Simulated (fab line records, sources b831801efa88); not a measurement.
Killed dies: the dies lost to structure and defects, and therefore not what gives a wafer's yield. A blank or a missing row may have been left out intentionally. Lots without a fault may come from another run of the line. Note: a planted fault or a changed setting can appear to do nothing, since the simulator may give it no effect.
fab line records | flow gf180mcu
record: lots: 5 wafers: 23
route steps=602 shown M1@316 V1@344 M2@364 V2@382 V3@429
start-h: hours from the record's opening day to when the first of the lot's shown wafers began | wait-h: how many hours have passed since the lot's step before this one | " same as the row above | L1.1+2: one row covering several wafers at once | - no value, or no start was given | * or withheld: withheld | < > ~ a bound
route shown NAME@n: NAME is a module with steps in the file, n the number in the route of the first one | usual: mean and standard deviation over wafers with no fault | same: alike in all rows | chamber/n: place in a boat | sites: readings site by site | _std_site: how widely they spread, as a standard deviation | _edge_site: mean of outer sites minus mean of inner sites | radius-mm: for every site, how far away it sits from the centre of the wafer | mask NAME#n: copy n | behind: the last tool/chamber to shape the wafer | hold: why the lot went on hold/how many hours it stayed there/how the hold came to an end | device: transistor that didn't switch, given as n, p or np | end of line: tests of these same wafers at the route's end | a step without rows: its recipe alone | killed: dies that structure and defects cost at the first sort, which is not the same as the wafer's yield | map: a wafer's dies, x killed, . not, _ none there
set.NAME: the setting that was run; set.NAME@STEP: the one run at that earlier step | model.NAME: the simulator's own value behind a step, which no gauge read
lots with deliberately changed settings; one table per step, one row per wafer
== steps ==
step: GF_M1_SPUTTER_01
recipe: material: TiN target-thk-nm: 30 power-w: 6500 time-s: 25 chamber-pressure-pa: 0.4
columns lot.wafer tool chamber start-h wait-h set.power-w model.TiN_of_M1_SPUTTER_01.thk-nm
L074.1 pvd-sputter-02 - 342.65 0.1 6500 29.72
L074.2 " - " " 6500 30
L074.3 " - " " 6500 29.98
L074.4 " - " " 6500 29.8
L074.6 " - " " 6500 30.2
L077.1 pvd-sputter-04 - 410.88 0.1 6500 29.4
L077.2 " - " " 6500 28.89
L077.4 " - " " 6500 29.18
L077.5 " - " " 6500 29.21
L077.6 " - " " 6500 29.76
L081.2 pvd-sputter-02 - 424.20 0.1 6500 30.11
L081.4 " - " " 6500 29.78
L081.6 " - " " 6500 29.66
L082.1 pvd-sputter-02 - 452.68 0.1 6500 29.96
L082.3 " - " " 6965 32.4
L082.4 " - " " 6500 30.48
L082.5 " - " " 6500 30.1
L082.6 " - " " 6965 32.31
L085.1 pvd-sputter-02 - 466.05 0.1 6500 29.79
L085.2 " - " " 6500 30.03
L085.3+6 " - " " 6702 31.12
L085.4 " - " " 6702 31.09
step: GF_M1_EXPOSE_11
recipe: mask-id: Metal1 target-cd-nm: 230 na: 0.68 source-shape: conventional sigma-outer: 0.6 dose-mj: 28
columns lot.wafer tool chamber start-h wait-h mask set.dose-mj
L074.1+6 krf-scanner-02 0 - - Metal1#0 28
L074.2+3+4 " 0 " " Metal1#0 29.86
L077.1+2+4+5+6 krf-scanner-01 0 - - Metal1#0 28
L081.2+4+6 krf-scanner-02 0 - - Metal1#0 28
L082.1+4 krf-scanner-01 0 - - Metal1#0 28
L082.3+5+6 " 0 " " Metal1#0 26.63
L085.1+3+4 krf-scanner-01 0 - - Metal1#0 26.56
L085.2+6 " 0 " " Metal1#0 28
step: GF_M1_PEB_12
recipe: peb-temp-c: 135 peb-time-s: 90 resist: KrF
step: GF_M1_DEVELOP_13
recipe: develop-time-s: 60 dev-temp-c: 21
step: GF_M1_CD_MEAS_14
recipe: target-cd-nm: 230
usual: cd-nm: 230.0/1.4
columns lot.wafer tool chamber start-h wait-h set.dose-mj@M1_EXPOSE_11 cd-nm
L074.1 cd-sem-02 - 364.22 0.1 28 228.6
L074.2 " - " " 29.86 219.3
L074.3 " - " " 29.86 220.0
L074.4 " - " " 29.86 220.4
L074.6 " - " " 28 229.7
L077.1 cd-sem-02 - 435.34 0.1 28 231.4
L077.2 " - " " 28 229.4
L077.4 " - " " 28 228.8
L077.5 " - " " 28 228.3
L077.6 " - " " 28 229.9
L081.2 cd-sem-02 - 447.87 0.1 28 232.9
L081.4 " - " " 28 232.6
L081.6 " - " " 28 233.0
L082.1 cd-sem-02 - 477.22 0.1 28 228.9
L082.3 " - " " 26.63 237.2
L082.4 " - " " 28 230.4
L082.5 " - " " 26.63 237.3
L082.6 " - " " 26.63 236.5
L085.1 cd-sem-01 - 490.27 0.1 26.56 238.0
L085.2 " - " " 28 230.2
L085.3 " - " " 26.56 238.4
L085.4 " - " " 26.56 237.8
L085.6 " - " " 28 230.3
step: GF_M1_METAL_ETCH_16
recipe: chemistry: Cl2/BCl3 mask-material: KrF target-depth-nm: 627.5 stop-on: SiO2 pressure-mtorr: 8 icp-w: 800 bias-w: 140 Cl2_flow_sccm: 80 bcl3-flow-sccm: 40 time-s: 104.6
columns lot.wafer tool chamber start-h wait-h set.bias-w set.dose-mj@M1_EXPOSE_11 model.M1.cd-nm
L074.1 rie-metal-02 1 364.37 0.0 140 28 232
L074.2 " 0 " " 147.4 29.86 220.7
L074.3 " 0 " " 147.4 29.86 222.9
L074.4 " 1 " " 140 29.86 221.2
L074.6 " 0 " " 140 28 234.5
L077.1 rie-metal-03 1 435.49 0.0 140 28 229.2
L077.2 " 0 " " 140 28 231.1
L077.4 " 0 " " 140 28 228.8
L077.5 " 1 " " 140 28 229.8
L077.6 " 0 " " 140 28 234
L081.2 rie-metal-02 1 448.01 0.0 140 28 239.7
L081.4 " 1 " " 140 28 238.1
L081.6 " 0 " " 140 28 238.9
L082.1 rie-metal-03 0 477.37 0.0 144.7 28 227.5
L082.3 " 0 " " 144.7 26.63 236.7
L082.4 " 1 " " 140 28 230.3
L082.5 " 1 " " 140 26.63 235.5
L082.6 " 0 " " 140 26.63 236.3
L085.1 rie-metal-03 0 490.42 0.0 132.6 26.56 233.9
L085.2 " 1 " " 140 28 228.1
L085.3 " 0 " " 140 26.56 233.1
L085.4 " 1 " " 140 26.56 237.7
L085.6 " 1 " " 132.6 28 230.1
step: GF_V1_COAT_09
recipe: resist: KrF spin-rpm: withheld resist-thk-nm: 1000
columns lot.wafer tool chamber start-h wait-h set.resist-thk-nm model.KrF_of_V1_COAT_09.thk-nm
L074.1 litho-track-02 0 - - 1000 1004
L074.2 " 0 " " 1000 1000
L074.3 " 0 " " 967.8 966.7
L074.4 " 0 " " 967.8 968.4
L074.6 " 0 " " 967.8 969.5
L077.1 litho-track-04 0 - - 1000 1004
L077.2+4+6 " 0 " " 1000 1002
L077.5 " 0 " " 1000 999.7
L081.2 litho-track-02 0 - - 1000 1001
L081.4 " 0 " " 1000 1004
L081.6 " 0 " " 1000 999.8
L082.1 litho-track-02 0 - - 1000 999.6
L082.3 " 0 " " 948.5 947.1
L082.4 " 0 " " 948.5 948.4
L082.5 " 0 " " 1000 999.3
L082.6 " 0 " " 1000 1001
L085.1 litho-track-04 0 - - 981 983.4
L085.2 " 0 " " 981 984.6
L085.3 " 0 " " 1000 1004
L085.4 " 0 " " 1000 1005
L085.6 " 0 " " 981 983.6
step: GF_V1_SPUTTER_21
recipe: material: Ti target-thk-nm: 15 chamber-pressure-pa: 5 power-w: 2500 substrate-temp-c: 200 time-s: 80.02
columns lot.wafer tool chamber start-h wait-h set.chamber-pressure-pa model.Ti_of_V1_SPUTTER_21.thk-nm
L074.1 pvd-sputter-04 - 388.95 0.0 5 15.04
L074.2 " - " " 5 15.35
L074.3 " - " " 5 14.94
L074.4 " - " " 5 15.07
L074.6 " - " " 5 15.23
L077.1 pvd-sputter-02 - 462.22 0.0 5.285 14.05
L077.2 " - " " 5.285 14.18
L077.4 " - " " 5.285 14.06
L077.5 " - " " 5.285 14.15
L077.6 " - " " 5.285 14.11
L081.2 pvd-sputter-02 - 474.36 0.0 5 14.64
L081.4 " - " " 5 15.13
L081.6 " - " " 5 14.92
L082.1 pvd-sputter-04 - 503.22 0.0 4.787 15.62
L082.3 " - " " 4.787 15.61
L082.4 " - " " 4.787 15.57
L082.5 " - " " 4.787 15.54
L082.6 " - " " 4.787 15.42
L085.1 pvd-sputter-04 - 515.95 0.0 4.424 16.78
L085.2+4 " - " " 4.424 16.79
L085.3 " - " " 4.424 16.76
L085.6 " - " " 4.424 16.99
step: GF_M2_SPUTTER_02
recipe: material: AlCu target-thk-nm: 450 power-w: 10600 time-s: 23.9 chamber-pressure-pa: 0.4
columns lot.wafer tool chamber start-h wait-h set.power-w model.AlCu_of_M2_SPUTTER_02.thk-nm
L074.1 pvd-sputter-03 - 389.77 0.0 10600 447.9
L074.2 " - " " 10600 443.2
L074.3 " - " " 10600 450.8
L074.4 " - " " 10600 449.3
L074.6 " - " " 10600 448.1
L077.1 pvd-sputter-04 - 463.04 0.0 11760 498.1
L077.2 " - " " 11760 501.5
L077.4 " - " " 10600 449.1
L077.5 " - " " 10600 449.9
L077.6 " - " " 11760 497.1
L081.2 pvd-sputter-01 - 475.18 0.0 10600 448.4
L081.4 " - " " 10600 453.9
L081.6 " - " " 10600 452.7
L082.1 pvd-sputter-03 - 504.04 0.0 10600 456.4
L082.3 " - " " 11660 497.8
L082.4 " - " " 10600 458.4
L082.5 " - " " 11660 503.1
L082.6 " - " " 10600 449.5
L085.1 pvd-sputter-01 - 516.77 0.0 9893 412.6
L085.2 " - " " 9893 415.6
L085.3 " - " " 10600 446.5
L085.4 " - " " 9893 412.5
L085.6 " - " " 10600 443.1
step: GF_M2_SPUTTER_03
recipe: material: Ti target-thk-nm: 10 substrate-temp-c: 300 chamber-pressure-pa: 0.3 power-w: 3000 time-s: 6.7
step: GF_M2_SPUTTER_04
recipe: material: TiN target-thk-nm: 50 power-w: 6500 time-s: 41.7 chamber-pressure-pa: 0.4
step: GF_M2_RS_MEAS_05
recipe: thk-meas-gauge: four-point-probe reads: TiN_of_M2_SPUTTER_04+Ti_of_M2_SPUTTER_03+AlCu_of_M2_SPUTTER_02+TiN_of_M2_SPUTTER_01+Ti_of_M2_SPUTTER_00
usual: M2_ALCU_RS: 0.0696/0.00059
columns lot.wafer tool chamber start-h wait-h set.power-w@M2_SPUTTER_02 M2_ALCU_RS[ohm/sq]
L074.1 film-metro-03 - 389.86 0.0 10600 0.0698
L074.2 " - " " 10600 0.0705
L074.3 " - " " 10600 0.0694
L074.4 " - " " 10600 0.0694
L074.6 " - " " 10600 0.0698
L077.1 film-metro-03 - 463.13 0.0 11760 0.0628
L077.2 " - " " 11760 0.0624
L077.4 " - " " 10600 0.0695
L077.5 " - " " 10600 0.0694
L077.6 " - " " 11760 0.0628
L081.2 film-metro-03 - 475.29 0.0 10600 0.0698
L081.4 " - " " 10600 0.0690
L081.6 " - " " 10600 0.0692
L082.1 film-metro-02 - 504.13 0.0 10600 0.0685
L082.3 " - " " 11660 0.0628
L082.4 " - " " 10600 0.0681
L082.5 " - " " 11660 0.0621
L082.6 " - " " 10600 0.0696
L085.1 film-metro-02 - 516.86 0.0 9893 0.0758
L085.2 " - " " 9893 0.0754
L085.3 " - " " 10600 0.0700
L085.4 " - " " 9893 0.0758
L085.6 " - " " 10600 0.0706
step: GF_M2_THK_MEAS_06
recipe: thk-meas-gauge: xrf reads: AlCu_of_M2_SPUTTER_02
usual: M2_ALCU_THK: 450/4.3
columns lot.wafer tool chamber start-h wait-h set.power-w@M2_SPUTTER_02 M2_ALCU_THK[nm]
L074.1 film-metro-03 - 389.98 0.1 10600 453
L074.2 " - " " 10600 446
L074.3 " - " " 10600 455
L074.4 " - " " 10600 450
L074.6 " - " " 10600 452
L077.1 film-metro-03 - 463.25 0.1 11760 501
L077.2 " - " " 11760 503
L077.4 " - " " 10600 454
L077.5 " - " " 10600 455
L077.6 " - " " 11760 501
L081.2 film-metro-03 - 475.40 0.1 10600 450
L081.4 " - " " 10600 457
L081.6 " - " " 10600 455
L082.1 film-metro-02 - 504.25 0.1 10600 457
L082.3 " - " " 11660 498
L082.4 " - " " 10600 456
L082.5 " - " " 11660 504
L082.6 " - " " 10600 450
L085.1 film-metro-02 - 516.98 0.1 9893 411
L085.2 " - " " 9893 415
L085.3 " - " " 10600 449
L085.4 " - " " 9893 413
L085.6 " - " " 10600 442
step: GF_V2_CVD_00
recipe: material: SiO2 target-thk-nm: 600 sigma-open-frac: 0.3 temp-c: 400 time-s: 100 sih4-flow-sccm: 60 pressure-mtorr: 6
columns lot.wafer tool chamber start-h wait-h set.sih4-flow-sccm model.SiO2_of_V2_CVD_00.thk-nm
L074.1 hdpcvd-02 0 414.02 0.0 65.69 656.4
L074.2 " 2 " " 60 609.3
L074.3 " 1 " " 65.69 644.3
L074.4 " 1 " " 60 594.5
L074.6 " 2 " " 65.69 658.1
L077.1 hdpcvd-01 0 487.48 0.0 60 604.1
L077.2 " 1 " " 60 607.9
L077.4 " 1 " " 60 609.6
L077.5 " 2 " " 60 604
L077.6 " 0 " " 60 605.6
L081.2 hdpcvd-02 0 499.75 0.0 60 590.2
L081.4 " 0 " " 60 592.4
L081.6 " 1 " " 60 594.9
L082.1 hdpcvd-02 0 528.10 0.0 60 591.6
L082.3 " 1 " " 60 591.4
L082.4 " 0 " " 60 583.2
L082.5 " 1 " " 51.31 509
L082.6 " 2 " " 51.31 508.5
L085.1 hdpcvd-01 1 540.92 0.0 54.32 555.9
L085.2 " 2 " " 60 608.8
L085.3 " 2 " " 54.32 556.4
L085.4 " 1 " " 54.32 563.3
L085.6 " 2 " " 60 611.1
step: GF_V2_THK_MEAS_01
recipe: reads: SiO2_of_V2_CVD_00
usual: V2_CVD_00_THK: 601/7
columns lot.wafer tool chamber start-h wait-h set.sih4-flow-sccm@V2_CVD_00 V2_CVD_00_THK[nm]
L074.1 film-metro-02 - 414.09 0.0 65.69 657
L074.2 " - " " 60 609
L074.3 " - " " 65.69 645
L074.4 " - " " 60 594
L074.6 " - " " 65.69 658
L077.1 film-metro-02 - 487.55 0.0 60 604
L077.2 " - " " 60 608
L077.4 " - " " 60 610
L077.5 " - " " 60 605
L077.6 " - " " 60 605
L081.2 film-metro-02 - 499.83 0.0 60 591
L081.4 " - " " 60 592
L081.6 " - " " 60 595
L082.1 film-metro-01 - 528.17 0.0 60 592
L082.3 " - " " 60 592
L082.4 " - " " 60 583
L082.5 " - " " 51.31 509
L082.6 " - " " 51.31 508
L085.1 film-metro-04 - 541.03 0.1 54.32 556
L085.2 " - " " 60 609
L085.3 " - " " 54.32 557
L085.4 " - " " 54.32 563
L085.6 " - " " 60 610
step: GF_V3_CVD_00
recipe: material: SiO2 target-thk-nm: 600 sigma-open-frac: 0.3 temp-c: 400 time-s: 100 sih4-flow-sccm: 60 pressure-mtorr: 6
columns lot.wafer tool chamber start-h wait-h set.sih4-flow-sccm model.SiO2_of_V3_CVD_00.thk-nm
L074.1 hdpcvd-01 0 465.83 0.0 65.58 662.4
L074.2 " 2 " " 65.58 652.7
L074.3 " 1 " " 60 597.6
L074.4 " 0 " " 65.58 663.7
L074.6 " 2 " " 60 598.8
L077.1 hdpcvd-01 1 537.49 0.0 60 610.5
L077.2 " 2 " " 60 595.9
L077.4 " 1 " " 60 604.5
L077.5 " 1 " " 60 606.4
L077.6 " 2 " " 60 602
L081.2 hdpcvd-01 1 549.26 0.0 60 591.1
L081.4 " 0 " " 60 609.1
L081.6 " 1 " " 60 596.6
L082.1 hdpcvd-02 2 574.91 0.0 51.6 507.7
L082.3 " 1 " " 60 587.6
L082.4 " 1 " " 51.6 506.2
L082.5 " 2 " " 51.6 504.3
L082.6 " 0 " " 60 588.4
L085.1+4 hdpcvd-01 0 587.70 0.0 60 616.8
L085.2 " 1 " " 54.34 551.2
L085.3 " 2 " " 54.34 541.3
L085.6 " 1 " " 60 610.7
step: GF_V3_THK_MEAS_01
recipe: reads: SiO2_of_V3_CVD_00
usual: V3_CVD_00_THK: 600/7.2
columns lot.wafer tool chamber start-h wait-h set.sih4-flow-sccm@V3_CVD_00 V3_CVD_00_THK[nm]
L074.1 film-metro-01 - 465.91 0.0 65.58 663
L074.2 " - " " 65.58 653
L074.3 " - " " 60 598
L074.4 " - " " 65.58 664
L074.6 " - " " 60 598
L077.1 film-metro-04 - 537.60 0.1 60 610
L077.2 " - " " 60 595
L077.4 " - " " 60 605
L077.5 " - " " 60 607
L077.6 " - " " 60 602
L081.2 film-metro-03 - 549.35 0.0 60 591
L081.4 " - " " 60 609
L081.6 " - " " 60 597
L082.1 film-metro-03 - 574.98 0.0 51.6 508
L082.3 " - " " 60 587
L082.4 " - " " 51.6 506
L082.5 " - " " 51.6 504
L082.6 " - " " 60 589
L085.1 film-metro-03 - 587.77 0.0 60 617
L085.2 " - " " 54.34 551
L085.3 " - " " 54.34 541
L085.4 " - " " 60 617
L085.6 " - " " 60 611
step: GF_V3_COAT_09
recipe: resist: KrF spin-rpm: withheld resist-thk-nm: 1000
columns lot.wafer tool chamber start-h wait-h set.resist-thk-nm model.KrF_of_V3_COAT_09.thk-nm
L074.1 litho-track-01 0 - - 1000 1007
L074.2 " 0 " " 954.1 959.6
L074.3 " 0 " " 1000 1009
L074.4 " 0 " " 954.1 961
L074.6 " 0 " " 1000 1003
L077.1 litho-track-02 0 - - 1000 998.3
L077.2+5 " 0 " " 1000 1000
L077.4 " 0 " " 1000 998
L077.6 " 0 " " 1000 999.9
L081.2+4 litho-track-01 0 - - 1000 1002
L081.6 " 0 " " 1000 1003
L082.1+3 litho-track-04 0 - - 1000 1007
L082.4 " 0 " " 1036 1039
L082.5 " 0 " " 1036 1041
L082.6 " 0 " " 1000 1006
L085.1 litho-track-04 0 - - 965 966.5
L085.2 " 0 " " 965 967.5
L085.3 " 0 " " 1000 1004
L085.4 " 0 " " 965 970.1
L085.6 " 0 " " 1000 1003
step: GF_V3_PEB_12
recipe: peb-temp-c: 135 peb-time-s: 90 resist: KrF
columns lot.wafer tool chamber start-h wait-h set.peb-temp-c
L074.1+2+3 litho-track-01 0 - - 135
L074.4+6 " 0 " " 136.6
L077.1+2 litho-track-02 0 - - 135
L077.4+5+6 " 0 " " 138.4
L081.2+4+6 litho-track-01 0 - - 135
L082.1+3+4+5+6 litho-track-01 0 - - 135
L085.1+2+6 litho-track-04 0 - - 138.3
L085.3+4 " 0 " " 135
step: GF_V3_DEVELOP_13
recipe: develop-time-s: 60 resist: KrF dev-temp-c: 21
step: GF_V3_CD_MEAS_14
recipe: target-cd-nm: 260
usual: cd-nm: 260.2/1.1
columns lot.wafer tool chamber start-h wait-h set.peb-temp-c@V3_PEB_12 cd-nm
L074.1 cd-sem-02 - 489.72 0.1 135 261.1
L074.2 " - " " 135 261.9
L074.3 " - " " 135 260.7
L074.4 " - " " 136.6 267.8
L074.6 " - " " 136.6 266.2
L077.1 cd-sem-01 - 560.09 0.2 135 261.5
L077.2 " - " " 135 260.5
L077.4 " - " " 138.4 268.9
L077.5 " - " " 138.4 268.8
L077.6 " - " " 138.4 269.7
L081.2 cd-sem-01 - 572.04 0.1 135 260.2
L081.4 " - " " 135 260.7
L081.6 " - " " 135 262.2
L082.1 cd-sem-01 - 597.12 0.1 135 259.9
L082.3 " - " " 135 258.8
L082.4 " - " " 135 258.4
L082.5 " - " " 135 259.2
L082.6 " - " " 135 259.0
L085.1 cd-sem-02 - 609.22 0.1 138.3 268.0
L085.2 " - " " 138.3 268.6
L085.3 " - " " 135 259.3
L085.4 " - " " 135 260.4
L085.6 " - " " 138.3 266.7
step: GF_V3_ETCH_16
recipe: chemistry: N2/H2 target-depth-a: withheld overetch-a: withheld time-s: withheld target: BARC ion-energy-ev: 200 source-w: 500 bias-w: 100 pressure-mtorr: 30 n2-flow-sccm: 100 h2-flow-sccm: 200
columns lot.wafer tool chamber start-h wait-h set.peb-temp-c@V3_PEB_12 model.V3.cd-nm
L074.1 rie-diel-04 1 489.87 0.0 135 261.2
L074.2 " 2 " " 135 261.9
L074.3 " 0 " " 135 260.9
L074.4 " 3 " " 136.6 266.8
L074.6 " 1 " " 136.6 266.5
L077.1 rie-diel-03 2 560.24 0.0 135 260.8
L077.2 " 3 " " 135 260.1
L077.4 " 1 " " 138.4 269.8
L077.5 " 1 " " 138.4 270
L077.6 " 0 " " 138.4 271.4
L081.2 rie-diel-03 0 572.17 0.0 135 261.3
L081.4 " 3 " " 135 261.2
L081.6 " 0 " " 135 262.8
L082.1 rie-diel-03 2 597.27 0.0 135 259.6
L082.3 " 1 " " 135 260.2
L082.4 " 3 " " 135 257.5
L082.5 " 2 " " 135 259.3
L082.6 " 3 " " 135 258.5
L085.1 rie-diel-03 0 609.37 0.0 138.3 268.3
L085.2 " 3 " " 138.3 267.3
L085.3 " 1 " " 135 259.9
L085.4 " 2 " " 135 259.7
L085.6 " 3 " " 138.3 265.5
step: GF_V3_ETCH_17
recipe: chemistry: C4F8/O2/Ar mask-material: KrF target: SiO2 stop-on: TiN source-w: 1500 bias-w: 1200 pressure-mtorr: 40 c4f8-flow-sccm: withheld O2_flow_sccm: 6 Ar_flow_sccm: 300 time-s: withheld target-depth-a: 6350
columns lot.wafer tool chamber start-h wait-h set.peb-temp-c@V3_PEB_12 model.V3.cd-nm
L074.1 rie-diel-04 1 - - 135 261.3
L074.2 " 2 " " 135 261.9
L074.3 " 0 " " 135 261
L074.4 " 3 " " 136.6 266.6
L074.6 " 1 " " 136.6 266.3
L077.1 rie-diel-03 2 - - 135 260.4
L077.2 " 3 " " 135 258.9
L077.4 " 1 " " 138.4 269.8
L077.5 " 1 " " 138.4 269.6
L077.6 " 0 " " 138.4 270.7
L081.2 rie-diel-03 0 - - 135 261
L081.4 " 3 " " 135 260.6
L081.6 " 0 " " 135 262.9
L082.1 rie-diel-03 2 - - 135 259.6
L082.3 " 1 " " 135 260.1
L082.4 " 3 " " 135 256.7
L082.5 " 2 " " 135 259.2
L082.6 " 3 " " 135 257.8
L085.1 rie-diel-03 0 - - 138.3 268.4
L085.2 " 3 " " 138.3 266.6
L085.3 " 1 " " 135 260.4
L085.4 " 2 " " 135 260.2
L085.6 " 3 " " 138.3 265
== key ==
split: step: GF_M1_SPUTTER_01 setting: power-w stated: 6500 by: wafer
response: step: GF_M1_SPUTTER_01 reading: model.TiN_of_M1_SPUTTER_01.thk-nm change: +0.317 per: 1% r: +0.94
split: step: GF_M1_EXPOSE_11 setting: dose-mj stated: 28 by: wafer
response: step: GF_M1_CD_MEAS_14 reading: cd-nm change: -1.46 per: 1% r: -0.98
response: step: GF_M1_METAL_ETCH_16 reading: model.M1.cd-nm change: -1.51 per: 1% r: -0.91
split: step: GF_M1_METAL_ETCH_16 setting: bias-w stated: 140 by: wafer
response none clear
split: step: GF_V1_COAT_09 setting: resist-thk-nm stated: 1000 by: wafer
response: step: GF_V1_COAT_09 reading: model.KrF_of_V1_COAT_09.thk-nm change: +10.3 per: 1% r: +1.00
split: step: GF_V1_SPUTTER_21 setting: chamber-pressure-pa stated: 5 by: lot
response: step: GF_V1_SPUTTER_21 reading: model.Ti_of_V1_SPUTTER_21.thk-nm change: -0.155 per: 1% r: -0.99
split: step: GF_M2_SPUTTER_02 setting: power-w stated: 10600 by: wafer
response: step: GF_M2_SPUTTER_02 reading: model.AlCu_of_M2_SPUTTER_02.thk-nm change: +4.56 per: 1% r: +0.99
response: step: GF_M2_RS_MEAS_05 reading: M2_ALCU_RS change: -0.000654 per: 1% r: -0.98
response: step: GF_M2_THK_MEAS_06 reading: M2_ALCU_THK change: +4.55 per: 1% r: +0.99
split: step: GF_V2_CVD_00 setting: sih4-flow-sccm stated: 60 by: wafer
response: step: GF_V2_CVD_00 reading: model.SiO2_of_V2_CVD_00.thk-nm change: +5.47 per: 1% r: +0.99
response: step: GF_V2_THK_MEAS_01 reading: V2_CVD_00_THK change: +5.49 per: 1% r: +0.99
split: step: GF_V3_CVD_00 setting: sih4-flow-sccm stated: 60 by: wafer
response: step: GF_V3_CVD_00 reading: model.SiO2_of_V3_CVD_00.thk-nm change: +6.36 per: 1% r: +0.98
response: step: GF_V3_THK_MEAS_01 reading: V3_CVD_00_THK change: +6.38 per: 1% r: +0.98
split: step: GF_V3_COAT_09 setting: resist-thk-nm stated: 1000 by: wafer
response: step: GF_V3_COAT_09 reading: model.KrF_of_V3_COAT_09.thk-nm change: +9.86 per: 1% r: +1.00
split: step: GF_V3_PEB_12 setting: peb-temp-c stated: 135 by: wafer
response: step: GF_V3_CD_MEAS_14 reading: cd-nm change: +3.4 per: 1% r: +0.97
response: step: GF_V3_ETCH_16 reading: model.V3.cd-nm change: +3.58 per: 1% r: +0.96
response: step: GF_V3_ETCH_17 reading: model.V3.cd-nm change: +3.49 per: 1% r: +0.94
